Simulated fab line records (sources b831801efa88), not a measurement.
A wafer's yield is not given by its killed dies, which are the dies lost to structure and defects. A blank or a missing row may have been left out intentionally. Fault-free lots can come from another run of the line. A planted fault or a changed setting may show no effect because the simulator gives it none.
Problem report in the 8D (eight disciplines) form, filled by code / flow sky130 / the parts of the form that need people (team, actions taken, sign-off) are left out

## 1. THE ISSUE
CAP2M_TIN_RS at SKY_CAP2M_RS_MEAS_03 reads a mean of 5.85 ohm/sq on 3 wafers of 2 lots; wafers without a fault read 6.96 ohm/sq with a standard deviation of 0.074. That puts it -15 standard deviations away from the usual mean.
The step: measures by four-point-probe.
Seen first at day 42 02:26 on filmMetro-01, wafer L939.2. Wafers with a number at this step in the record: 30, from 10 lots. The rule behind "out" and "out of limits": a value lying over 4 standard deviations away from the usual mean. The rest of the wafers with a number are treated as sound.

## 2. WHAT IT IS, WHAT IT ISN'T
question=which readings at this step | is=CAP2M_TIN_RS | is not=-
question=which lots | is=L939, L941 | is not=L935, L942, L949, L951, L952, L953, L954, L955
question=which wafers of those lots | is=L939.2, L941.1, L941.5 | is not=L939.3, L939.6, L941.2
question=read on which gauges | is=filmMetro-01 | is not=filmMetro-03, filmMetro-04
question=when | is=from day 42 02:26 | is not=up to then (5 sound wafers); but 22 sound wafers of L941, L942, L949, L951, L952, L953, L954, L955 came after

## 3. THE SUSPECTS, EACH WITH WHAT RULES IT OUT
Counting: if a tool at a process step up to the reading ran every lot that is out, it stays a suspect. Sound lots after the first of them don't rule it out here, since some wafers of a struck lot are sound.
- the gauge at SKY_CAP2M_RS_MEAS_03 is ruled out. All the wafers that are out were read on filmMetro-01, but those of them that SKY_CAP2M_SPUTTER_02 has rows for are out there too, on other tools.
- pvdSputter-01 at SKY_METAL4_SPUTTER_01 (material TiN, target thk 20 nm, time 16.7 s): kept. It ran every lot that is out, first L939 (day 42 02:05).
- pvdSputter-04 at SKY_CAP2M_SPUTTER_02 (material TiN, target thk 200 nm, time 166.7 s): kept. It ran every lot that is out, first L939 (day 42 02:18); its last sound lot up to then is L935 (day 41 02:59). Its own cathodeDcPowerW readings are out on those wafers.
What counting leaves: pvdSputter-01 at SKY_METAL4_SPUTTER_01 and pvdSputter-04 at SKY_CAP2M_SPUTTER_02.

## 4. THE CAUSE (what the simulator had put in)
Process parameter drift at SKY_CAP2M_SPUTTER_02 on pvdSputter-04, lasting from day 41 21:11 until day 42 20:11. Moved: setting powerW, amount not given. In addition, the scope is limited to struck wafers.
Counting left 2 suspects, and this tool is among them.

## 5. SEQUENCE OF EFFECTS, ordered by route
Rows list readings where the struck wafers' mean (over those with a number) sits beyond 3 standard deviations from the usual. Readings are gone through only where the record gives a usual standard deviation; hours: the median, over the lots, of the time from a lot's start at the first step in this table giving one to that lot's start at this step; sigmas: the change measured in usual standard deviations.
hours=0; step=SKY_CAP2M_SPUTTER_02; reading=cathodeDcPowerW; usual=6500.0 W; on struck wafers=7638.6; change=+1138.6; sigmas=+99 or more
hours=0; step=SKY_CAP2M_RS_MEAS_03; reading=CAP2M_TIN_RS; usual=6.96 ohm/sq; on struck wafers=5.85; change=-1.11; sigmas=-15
hours=0; step=SKY_CAP2M_THK_MEAS_04; reading=CAP2M_TIN_THK; usual=199.8 nm; on struck wafers=235.6; change=+35.8; sigmas=+16
hours=24; step=SKY_CAP2M_METAL_ETCH_13; reading=oesProductAu; usual=0.937 a.u.; on struck wafers=0.991; change=+0.054; sigmas=+7.7
hours=24; step=SKY_CAP2M_METAL_ETCH_13; reading=throttleValvePct; usual=21.905 %; on struck wafers=21.872; change=-0.033; sigmas=-3.5
hours=141; step=SKY_PAD_OPEN_PROBE_99; reading=defectLimitedYield; usual=82.5 %; on struck wafers=0.0; change=-82.5; sigmas=-38
hours=141; step=SKY_PAD_OPEN_PROBE_99; reading=killedAtOther; usual=0.2; on struck wafers=407.3; change=+407.1; sigmas=+99 or more
hours=141; step=SKY_PAD_OPEN_PROBE_99; reading=killedDies; usual=86; on struck wafers=492; change=+406; sigmas=+37
hours=141; step=SKY_PAD_OPEN_PROBE_99; reading=killedOnRim; usual=17; on struck wafers=96; change=+79; sigmas=+22
hours=141; step=SKY_PAD_OPEN_PROBE_99; reading=sort_bin_3_pad_short; usual=0.8 %; on struck wafers=83.5; change=+82.7; sigmas=+99 or more
hours=141; step=SKY_PAD_OPEN_PROBE_99; reading=sortNPass; usual=406; on struck wafers=0; change=-406; sigmas=-37
hours=141; step=SKY_PAD_OPEN_PROBE_99; reading=sortYieldPct; usual=82.5 %; on struck wafers=0.0; change=-82.5; sigmas=-38
It contains these process steps:
- SKY_CAP2M_SPUTTER_02: material TiN, target thk 200 nm, time 166.7 s.
- SKY_CAP2M_METAL_ETCH_13: etches TiN in Cl2/BCl3, stops on SiO2, target depth 220 nm, time 62.9 s.
- SKY_PAD_OPEN_PROBE_99

## 6. WHAT WOULD HAVE CAUGHT IT SOONER
Counted from the fault's start at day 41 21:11, it took 5 hours until the first out-of-limits reading at a measuring or inspecting step in this record, taken at day 42 02:26.
Tool's own readings at SKY_CAP2M_SPUTTER_02, cathodeDcPowerW: out on all struck wafers the step has rows for; an alarm limit on them would have tripped on the first.
L941, from the lots that are out (2), started SKY_CAP2M_SPUTTER_02 on pvdSputter-04 later than day 42 02:26. Holding the tool at that time would have saved it.
